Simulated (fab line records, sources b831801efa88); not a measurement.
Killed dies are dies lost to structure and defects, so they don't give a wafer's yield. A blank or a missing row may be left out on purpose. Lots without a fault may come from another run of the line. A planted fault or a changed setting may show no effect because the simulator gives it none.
One fault seen from 2 desks | flow sky130 | each desk has only its own numbers; what lay behind them comes last

THE TOOL OWNER'S DESK: furnace-02
The tool's own readings at SKY_GATE_OXIDE_OXIDATION_01 (stabilise 600 s, purge 300 s, target thk 10.268 nm): means of the sampled wafers that have a number, for each lot that ran on this tool. A lot is out of limits, marked OUT, if its mean lies more than 4 standard deviations from the usual mean; the brackets give that distance. Of its 8 readings 7 are shown: the one that was out of limits first, and those that lie furthest out on some lot.
Columns: A = spike_tc_bottom_C at SKY_GATE_OXIDE_OXIDATION_01, usual 913 C; B = spike_tc_centre_C at SKY_GATE_OXIDE_OXIDATION_01, usual 900.4 C; C = spike_tc_lower_C at SKY_GATE_OXIDE_OXIDATION_01, usual 900.9 C; D = spike_tc_top_C at SKY_GATE_OXIDE_OXIDATION_01, usual 906 C; E = spike_tc_upper_C at SKY_GATE_OXIDE_OXIDATION_01, usual 899.9 C; F = tube_center_temp_C at SKY_GATE_OXIDE_OXIDATION_01, usual 899.99 C; G = tube_center_temp_C_max at SKY_GATE_OXIDE_OXIDATION_01, usual 902.4
lot  | first seen here | A              | B               | C               | D              | E               | F                        | G
L743 | day 12 19:19    | 910            | 900.7           | 900.5           | 903            | 900.7           | 900.06                   | 902.3
L746 | day 13 17:27    | 909            | 901.4           | 900.1           | 903            | 901.0           | 900.01                   | 902.3
L752 | day 16 10:32    | 883 (-7.4) OUT | 874.3 (-22) OUT | 874.8 (-20) OUT | 878 (-7.5) OUT | 874.8 (-16) OUT | 873.61 (-99 or more) OUT | 875.9 (-68) OUT
L753 | day 16 14:53    | 883 (-7.4) OUT | 874.9 (-21) OUT | 873.2 (-21) OUT | 878 (-7.4) OUT | 874.7 (-16) OUT | 873.62 (-99 or more) OUT | 875.9 (-68) OUT
L762 | day 19 16:47    | 909            | 899.9           | 900.1           | 903            | 900.7           | 899.96                   | 902.2
L763 | day 19 23:06    | 908            | 901.8           | 900.0           | 904            | 901.0           | 899.99                   | 902.2
L764 | day 20 04:49    | 910            | 901.0           | 900.7           | 904            | 899.7           | 899.96                   | 902.3
L765 | day 20 14:38    | 910            | 901.9           | 899.9           | 902            | 901.5           | 899.98                   | 902.2
This desk's finding: out of limits on L752, L753; first on L752, day 16 10:32 (spike_tc_bottom_C at SKY_GATE_OXIDE_OXIDATION_01). In limits: L743, L746, L762, L763, L764, L765.

THE METROLOGY DESK
What the gauges read, lot by lot, whatever tool the lot ran on: means of the sampled wafers that have a number. A lot is out of limits, marked OUT, if its mean lies more than 4 standard deviations from the usual mean; the brackets give that distance.
Columns: A = NWELL_OXIDATION_THK at SKY_NWELL_THK_MEAS_02, usual 9.93 nm; B = GATE_OXIDE_OXIDATION_00_THK at SKY_GATE_OXIDE_THK_MEAS_02, usual 10.32 nm; C = cd_nm at SKY_VIA1_CD_MEAS_12, usual 150.2 nm
lot  | first seen here | A     | B              | C
L743 | day 2 17:04     | 9.97  | 10.01          | 152.0
L744 | day 2 22:32     | 10.11 | 10.39          | 153.3
L746 | day 3 08:52     | 9.84  | 10.38          | 147.8
L748 | day 4 01:17     | 10.00 | 10.72          | 152.7
L752 | day 5 00:13     | 9.85  | 7.71 (-13) OUT | 151.2
L753 | day 5 01:37     | 9.97  | 7.83 (-12) OUT | 150.9
L754 | day 5 05:19     | 10.01 | 10.25          | 149.1
L761 | day 6 20:08     | 10.04 | 10.36          | 149.3
L762 | day 7 00:26     | 10.06 | 10.20          | 150.6
L763 | day 7 01:47     | 10.15 | 10.01          | 148.7
L764 | day 7 07:08     | 10.12 | 10.31          | 148.0
L765 | day 7 12:28     | 9.62  | 10.05          | 149.2
This desk's finding: out of limits on L752, L753; first on L752, day 16 11:56 (GATE_OXIDE_OXIDATION_00_THK at SKY_GATE_OXIDE_THK_MEAS_02). In limits: L743, L744, L746, L748, L754, L761, L762, L763, L764, L765.

PUT TOGETHER
The tool owner's desk could have raised an alarm at day 16 10:32, on L752, L753.
The metrology desk could have raised an alarm at day 16 11:56, on L752, L753.
Of the lots named, all ran SKY_GATE_OXIDE_OXIDATION_01 on furnace-02.

WHAT THE SIMULATOR HAD PUT IN
Process parameter drift: furnace-02, from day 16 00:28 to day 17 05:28, at SKY_GATE_OXIDE_OXIDATION_01. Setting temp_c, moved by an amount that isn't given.
Lots struck among those shown: L752, L753.
Hours from the fault's start to each desk's first reading out of limits: the tool owner's desk, 10; the metrology desk, 11.
